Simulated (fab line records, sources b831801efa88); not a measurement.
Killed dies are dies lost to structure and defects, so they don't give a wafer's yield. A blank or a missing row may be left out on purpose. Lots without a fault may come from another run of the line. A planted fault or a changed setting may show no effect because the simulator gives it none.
Which tool did it? | flow sfq_line | 14 lots, 42 wafers sampled, at 1 step of a route of 325

WHAT THE GAUGES READ, wafer by wafer
The record holds no reading of a measuring or inspecting step that can be judged against a usual standard deviation.

WHICH TOOL RAN EACH LOT (tool, then ch and the chambers of the sampled wafers, then the start)
lot  | SFQ_TRILAYER_I7_VIA_BARC_OPEN_VIA_ETCH_260
L787 | rie_diel-04 ch 0,2,3, day 68 15:26
L790 | rie_diel-01 ch 2,3, day 70 05:10
L791 | rie_diel-04 ch 0,1,2, day 70 06:22
L797 | rie_diel-02 ch 0,3, day 70 20:42
L798 | rie_diel-01 ch 0,1,3, day 70 21:54
L799 | rie_diel-04 ch 0,2,3, day 70 23:06
L800 | rie_diel-02 ch 0,1,3, day 71 00:18
L801 | rie_diel-01 ch 0,2, day 71 02:42
L802 | rie_diel-04 ch 0,2, day 71 03:54
L803 | rie_diel-02 ch 0,1,3, day 71 05:06
L807 | rie_diel-01 ch 0,2, day 71 23:17
L808 | rie_diel-02 ch 1,3, day 74 03:53
L809 | rie_diel-02 ch 0,2, day 74 06:17
L810 | rie_diel-04 ch 0,2,3, day 74 07:38
- SFQ_TRILAYER_I7_VIA_BARC_OPEN_VIA_ETCH_260: etches BARC in O2, target depth 125 nm, time 41.7 s.

WHAT THE TOOLS THEMSELVES READ (means of the sampled wafers that have a number; where no wafer has one, the mark that the record gives instead)
SFQ_TRILAYER_I7_VIA_BARC_OPEN_VIA_ETCH_260.
lot  | tool        | drypump_motor_current_A (A) | oes_product_au (a.u.) | run_length_s (s)
L787 | rie_diel-04 | 5.1                         | 0.678                 | 70.2
L790 | rie_diel-01 | 5.5                         | 0.685                 | 69.8
L791 | rie_diel-04 | 5.4                         | 0.684                 | 70.1
L797 | rie_diel-02 | 5.8                         | 0.683                 | 70.2
L798 | rie_diel-01 | 5.3                         | 0.685                 | 69.9
L799 | rie_diel-04 | 5.1                         | 0.707                 | 68.8
L800 | rie_diel-02 | 5.6                         | 0.682                 | 70.6
L801 | rie_diel-01 | 5.5                         | 0.684                 | 69.7
L802 | rie_diel-04 | 5.1                         | 0.732                 | 67.1
L803 | rie_diel-02 | 5.6                         | 0.681                 | 70.3
L807 | rie_diel-01 | 5.5                         | 0.685                 | 69.5
L808 | rie_diel-02 | 5.4                         | 0.687                 | 70.9
L809 | rie_diel-02 | 5.9                         | 0.686                 | 70.1
L810 | rie_diel-04 | 5.1                         | 0.680                 | 69.8

THE ANSWER, worked out from the rows above alone
Rule: what is usual is taken from the lots themselves. Put in order of their means at a reading, lots are off if they are a third of the lots or fewer, leave a main group of 4 or more, and stand apart from it by a gap of 3 or more times the standard deviation of the main group's means; of several such gaps the widest counts. A main group whose means are all the same, to the digits that the tables above print for the reading, isn't used. A lot without any number at a reading at which 4 lots or more have one is off too. The other lots that the step has rows for count as sound. The gauges are gone through in route order, then the tools' own readings, and for those a lot's mean is taken as printed above. The first step at which some lot is off is used, and at that step the reading that is off furthest; a lot without a number counts as furthest.
Off: L799, L802, at SFQ_TRILAYER_I7_VIA_BARC_OPEN_VIA_ETCH_260 (oes_product_au). The main group: mean 0.683 a.u., standard deviation 0.0025.
A tool fits if, at that step or a process step before it, it ran every lot that is off, and no sound lot after the first of them. None of those tried fits.

WHAT THE SIMULATOR HAD PUT IN
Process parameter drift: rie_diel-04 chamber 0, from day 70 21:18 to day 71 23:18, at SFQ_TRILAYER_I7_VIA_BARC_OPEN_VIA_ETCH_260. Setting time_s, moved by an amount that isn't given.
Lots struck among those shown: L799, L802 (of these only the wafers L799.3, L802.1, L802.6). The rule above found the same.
